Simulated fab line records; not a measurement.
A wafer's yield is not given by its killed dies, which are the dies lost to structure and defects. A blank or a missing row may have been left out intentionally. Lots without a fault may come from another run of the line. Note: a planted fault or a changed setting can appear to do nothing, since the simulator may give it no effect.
Which of the tools did it? | flow gf180mcu | 15 lots, 45 wafers sampled, at 6 steps of a route of 602

WHAT EACH GAUGE READ, for each wafer
GF_VT_IMPLANT_OVL_MEAS_29.
lot  | measured     | on         | VT_IMPLANT_02_OVL (nm)
L320 | day 7 04:40  | overlay-02 | 1.5 2.1 0.9
L321 | day 7 09:55  | overlay-01 | -0.8 -0.7 -0.3
L323 | day 7 21:13  | overlay-01 | 0.2 -0.6 -0.1
L324 | day 8 07:10  | overlay-01 | -1.1 -1.2 -0.8
L325 | day 8 11:09  | overlay-02 | 0.1 0.0 -0.7
L326 | day 8 18:49  | overlay-01 | 0.1 1.0 0.8
L327 | day 9 02:37  | overlay-02 | -2.2 1.1 2.7
L328 | day 9 06:24  | overlay-01 | 0.8 -1.1 -0.3
L329 | day 9 14:16  | overlay-02 | -1.2 -2.4 0.7
L330 | day 9 21:09  | overlay-02 | -0.3 -1.8 -0.2
L331 | day 10 02:46 | overlay-01 | 0.1 -0.6 -1.2
L332 | day 10 12:26 | overlay-01 | - - -0.5
L333 | day 10 17:10 | overlay-01 | -0.4 - -1.0
L334 | day 11 00:49 | overlay-02 | - 1.5 -
L342 | day 13 07:19 | overlay-01 | -0.6 -1.3 -1.2

GF_VT_IMPLANT_TW_MEAS_32.
lot  | measured     | on            | VT_IMPLANT_3_TW
L320 | day 7 04:57  | film-metro-03 | 265.2 265.9 266.3
L321 | day 7 10:13  | film-metro-01 | 266.7 266.4 267.0
L323 | day 7 21:30  | film-metro-03 | 264.9 265.5 265.1
L324 | day 8 07:28  | film-metro-04 | 268.1 267.3 267.4
L325 | day 8 11:26  | film-metro-03 | 268.2 266.8 268.5
L326 | day 8 19:06  | film-metro-04 | 268.9 268.1 268.8
L327 | day 9 02:55  | film-metro-01 | 269.0 267.0 269.6
L328 | day 9 06:41  | film-metro-03 | 263.3 264.4 264.3
L329 | day 9 14:33  | film-metro-01 | 270.2 269.5 269.8
L330 | day 9 21:26  | film-metro-03 | 264.5 263.9 264.6
L331 | day 10 03:04 | film-metro-03 | 263.5 263.5 263.3
L332 | day 10 12:44 | film-metro-04 | 30.2 30.2 269.4
L333 | day 10 17:28 | film-metro-01 | 266.8 30.0 266.8
L334 | day 11 01:06 | film-metro-04 | 30.2 267.0 29.9
L342 | day 13 07:36 | film-metro-01 | 266.7 267.6 267.7

GF_HV_LDD_CD_MEAS_07 targets a cd of 400 nm.
lot  | measured     | on        | cd-nm (nm)
L320 | day 10 08:06 | cd-sem-02 | 399.9 400.1 400.0
L321 | day 10 14:33 | cd-sem-01 | 397.6 398.2 395.7
L323 | day 11 02:58 | cd-sem-01 | 400.2 400.6 402.1
L324 | day 11 13:46 | cd-sem-01 | 402.3 400.1 401.7
L325 | day 11 21:15 | cd-sem-02 | 398.0 396.7 395.4
L326 | day 12 03:45 | cd-sem-01 | 399.4 396.2 396.4
L327 | day 12 11:11 | cd-sem-01 | 403.0 400.7 401.0
L328 | day 12 16:45 | cd-sem-02 | 400.4 399.9 401.2
L329 | day 13 01:18 | cd-sem-02 | 399.5 398.8 399.1
L330 | day 13 08:30 | cd-sem-02 | 398.0 398.1 398.2
L331 | day 13 16:11 | cd-sem-01 | 400.8 400.1 400.9
L332 | day 14 02:57 | cd-sem-02 | 398.4
L333 | day 14 06:34 | cd-sem-02 | 398.7 399.0
L334 | day 14 17:31 | cd-sem-01 | 398.1
L342 | day 17 04:32 | cd-sem-02 | 401.4 399.9 400.2

GF_HV_LDD_OVL_MEAS_32.
lot  | measured     | on         | HV_LDD_02_OVL (nm)
L320 | day 11 21:40 | overlay-02 | -0.8 0.1 -1.0
L321 | day 12 04:49 | overlay-01 | 0.9 0.3 0.9
L323 | day 12 17:17 | overlay-01 | -0.7 -0.6 0.7
L324 | day 13 05:11 | overlay-01 | 0.5 -0.1 -0.8
L325 | day 13 13:08 | overlay-02 | 2.1 1.6 2.0
L326 | day 13 19:44 | overlay-02 | 3.8 2.1 1.2
L327 | day 14 04:23 | overlay-01 | 1.8 1.0 0.6
L328 | day 14 09:52 | overlay-01 | -0.8 -0.7 1.8
L329 | day 14 20:04 | overlay-02 | 0.0 -1.0 0.6
L330 | day 15 02:16 | overlay-01 | 0.6 0.5 1.7
L331 | day 15 10:49 | overlay-02 | 0.2 0.4 2.1
L332 | day 15 22:16 | overlay-01 | -0.6
L333 | day 16 02:32 | overlay-02 | 1.8 -0.3
L334 | day 16 13:09 | overlay-02 | -0.2
L342 | day 19 03:30 | overlay-02 | 0.8 2.1 1.7

GF_HV_LDD_OVL_MEAS_47.
lot  | measured     | on         | HV_LDD_03_OVL (nm)
L320 | day 12 18:01 | overlay-01 | 2.0 0.8 0.9
L321 | day 13 00:56 | overlay-01 | 0.4 0.9 0.3
L323 | day 13 13:52 | overlay-01 | 0.8 -0.2 1.1
L324 | day 14 02:40 | overlay-02 | 0.9 -0.9 -0.1
L325 | day 14 10:16 | overlay-01 | 4.9 2.4 4.2
L326 | day 14 17:17 | overlay-02 | 1.2 1.8 1.0
L327 | day 15 01:59 | overlay-02 | 1.2 3.1 1.5
L328 | day 15 07:44 | overlay-02 | 1.7 1.6 0.6
L329 | day 15 18:20 | overlay-02 | 3.2 3.2 1.2
L330 | day 16 00:44 | overlay-02 | 0.1 1.6 1.2
L331 | day 16 09:32 | overlay-01 | -1.4 0.2 1.2
L332 | day 16 21:03 | overlay-01 | 1.2
L333 | day 17 01:58 | overlay-01 | 0.5 1.3
L334 | day 17 13:00 | overlay-01 | 0.5
L342 | day 20 04:49 | overlay-02 | 0.2 0.6 -0.9

TOOL THAT RAN EACH LOT (tool first, then ch and the chambers of the sampled wafers, then the start)
lot  | GF_VT_IMPLANT_DEVELOP_28
L320 | litho-track-01 ch 0, day 7 04:31
L321 | litho-track-03 ch 0, day 7 09:46
L323 | litho-track-03 ch 0, day 7 21:04
L324 | litho-track-01 ch 0, day 8 07:02
L325 | litho-track-04 ch 0, day 8 11:00
L326 | litho-track-03 ch 0, day 8 18:40
L327 | litho-track-04 ch 0, day 9 02:30
L328 | litho-track-04 ch 0, day 9 06:15
L329 | litho-track-03 ch 0, day 9 14:07
L330 | litho-track-04 ch 0, day 9 21:00
L331 | litho-track-03 ch 0, day 10 02:38
L332 | litho-track-03 ch 0, day 10 12:20
L333 | litho-track-03 ch 0, day 10 17:02
L334 | litho-track-03 ch 0, day 11 00:40
L342 | litho-track-01 ch 0, day 13 07:10
- GF_VT_IMPLANT_DEVELOP_28: develop time 60 s.

WHAT THE TOOLS THEMSELVES READ (means of the sampled wafers that have a number; where no wafer has one, the mark that the record gives instead)
The record holds no such reading with a usual standard deviation.

THE ANSWER, worked out from the rows above alone
Rule: usual is defined by the lots themselves. The widest of any qualifying gaps counts: lots, ordered by their means at a reading, are off when they make up no more than a third of the lots, leave a main group of 4 or more, and stand apart from it by 3 or more times the standard deviation of that group's means. If all means in a main group match to the digits the tables above print for the reading, that group is not used. Also off: a lot with no number at a reading for which 4 or more lots have one. The other lots that the step has rows for count as sound. The gauges are gone through in route order, then the tools' own readings, and for those a lot's mean is taken as printed above. At the first step where some lot is off, the reading lying furthest off is the one used; lots without a number count as furthest.
Off: at GF_VT_IMPLANT_TW_MEAS_32 (VT_IMPLANT_3_TW), L332, L333, L334. For the main group the mean is 266.6 and the standard deviation 2.
If a tool, at a process step before that reading, ran all the lots that are off and no sound lot after the first of them, it fits. The gauges at GF_VT_IMPLANT_TW_MEAS_32 are tried like those tools. One candidate fits, namely litho-track-03 at GF_VT_IMPLANT_DEVELOP_28. A fault onset in the window from L331 (day 10 02:38, its last sound lot) to L332 (day 10 12:20, its first lot off) fits.

WHAT THE SIMULATOR HAD INSERTED
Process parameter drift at GF_VT_IMPLANT_DEVELOP_28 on litho-track-03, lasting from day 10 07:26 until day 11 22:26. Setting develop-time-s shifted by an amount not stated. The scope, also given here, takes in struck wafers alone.
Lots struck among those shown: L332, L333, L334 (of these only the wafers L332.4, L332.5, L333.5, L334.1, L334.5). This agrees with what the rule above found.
